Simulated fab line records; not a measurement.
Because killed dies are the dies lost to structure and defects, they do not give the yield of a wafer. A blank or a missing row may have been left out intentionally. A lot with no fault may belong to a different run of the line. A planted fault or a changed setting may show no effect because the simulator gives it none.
Struck lot and sound lot, side by side    flow gf180mcu    19 steps out of a route of 602
Sound: these wafers, L544.2, L544.3, L544.6. Wafers struck: L552.1, L552.3, L552.4. The cause comes at the end.
Per side, at each step with rows, come the tool, then ch with its chambers, and then its first start. Under that, the readings that differ: sound wafers    struck wafers    difference of the means    sigmas: that difference in standard deviations of wafers without a fault.
alike: words and numbers the same on both sides, and readings whose means are apart by under 2 such deviations; not compared: readings that were withheld, readings missing a value for some wafer, numbers with overlapping values and no deviation given by the record, and bounds like >300 which may hide the same value.
The two part at a step that has a row with sigmas, a row that says differs or no value, or rows on one side only. Numbers that have no deviation but don't overlap get no sigmas and don't part them. A reading missing from all wafers of one side parts the sides only when that side holds two or more wafers.

first, 1 step without rows for these wafers: GF_LVPWELL_DEVELOP_06 (develop time 60 s).
GF_LVPWELL_OVL_MEAS_07:
  sound: overlay-01 at day 4 20:00; struck: overlay-01 at day 6 14:46
  alike: LVPWELL_OVL
then, 2 steps without rows for these wafers: GF_LVPWELL_IMPLANT_08; GF_LVPWELL_IMPLANT_09.
GF_LVPWELL_STRIP_10: strips in O2/N2.
  sound on plasma asher-04 ch 0, day 4 20:20; struck on plasma asher-04 ch 0,1, day 6 15:07
  alike: chamber pressure mTorr, drypump motor current A, heater power w, oes product au, strip time to endpoint s
  not compared: rf hours counter h
GF_LVPWELL_TW_MEAS_11:
  sound: film metro-04 at day 4 20:26; struck: film metro-01 at day 6 15:13
  alike: LVPWELL_TW
then, 6 steps without rows for these wafers: GF_MVSD_DEHYDRATE_00 (time 60 s); GF_MVSD_HMDS_01 (prime time 60 s); GF_MVSD_COAT_02 (resist thk 3000 nm); GF_MVSD_SOFTBAKE_03; GF_MVSD_EXPOSE_04 (exposes mask MVSD, target cd 1000 nm); GF_MVSD_PEB_05.
GF_MVSD_DEVELOP_06: develop time 60 s.
  sound on litho track-03 ch 0, day 5 10:00; struck on litho track-04 ch 0, day 7 05:00
GF_MVSD_OVL_MEAS_07:
  sound: overlay-01 at day 5 10:44; struck: overlay-02 at day 7 05:29
reading        sound          struck  difference                     sigmas
MVSD_OVL (nm)  -0.7 -1.3 1.1  - - -   no value on the struck wafers  
then, 2 steps without rows for these wafers: GF_MVSD_IMPLANT_08; GF_MVSD_IMPLANT_09.
GF_MVSD_STRIP_10: strips in O2/N2.
  sound on plasma asher-01 ch 0,1, day 5 11:04; struck on plasma asher-01 ch 0,1, day 7 05:49
reading                       sound              struck             difference  sigmas
strip time to endpoint s (s)  36.68 36.77 36.63  37.02 36.99 37.00  +0.31       +3
  alike: chamber pressure mTorr, drypump motor current A, heater power w, oes product au
  not compared: rf hours counter h
GF_MVSD_TW_MEAS_11:
  sound: film metro-01 at day 5 11:11; struck: film metro-01 at day 7 06:08
reading  sound           struck          difference  sigmas
MVSD_TW  1563 1567 1564  1484 1490 1488  -77         -4
  not compared: hold
-- the record jumps here: 25 days lie between the struck wafers' starts before and after (it left off in module MVSD and takes up again in module PASSIVATION, whose first step shown is number 602 of the route) --
GF_PASSIVATION_PROBE_99:
  sound: prober-01 at day 30 05:44; struck: prober-01 at day 32 08:56
reading                                    sound                 struck                                                                difference                    sigmas
hold                                       - - -                 await dispo/2.3h/scrap await dispo/2.3h/scrap await dispo/2.3h/scrap  no value on the sound wafers  
model.etest.ldnmos_10p0.r on ohm um        3719 3717 3750        1.335e+04 1.526e+04 1.499e+04                                         +1.080e+04                    
model.etest.ldnmos_10p0.drive ua um        535.5 531.8 536.5     203.8 189.7 191.8                                                     -339.5                        
model.etest.ldnmos_10p0.off log10 a um     -13.02 -12.77 -12.98  -7.895 -7.471 -7.844                                                  +5.187                        
model.etest.ldnmos_10p0.drive ua um range  8.019 9.204 11.4      2.312 2.84 2.815                                                      -6.885                        
model.etest.n drift.open                   0 0 0                 1 1 1                                                                 +1                            

WHERE THEY PART
First at GF_MVSD_OVL_MEAS_07; last, within this record, at GF_PASSIVATION_PROBE_99.

WHY: what the simulator had put in
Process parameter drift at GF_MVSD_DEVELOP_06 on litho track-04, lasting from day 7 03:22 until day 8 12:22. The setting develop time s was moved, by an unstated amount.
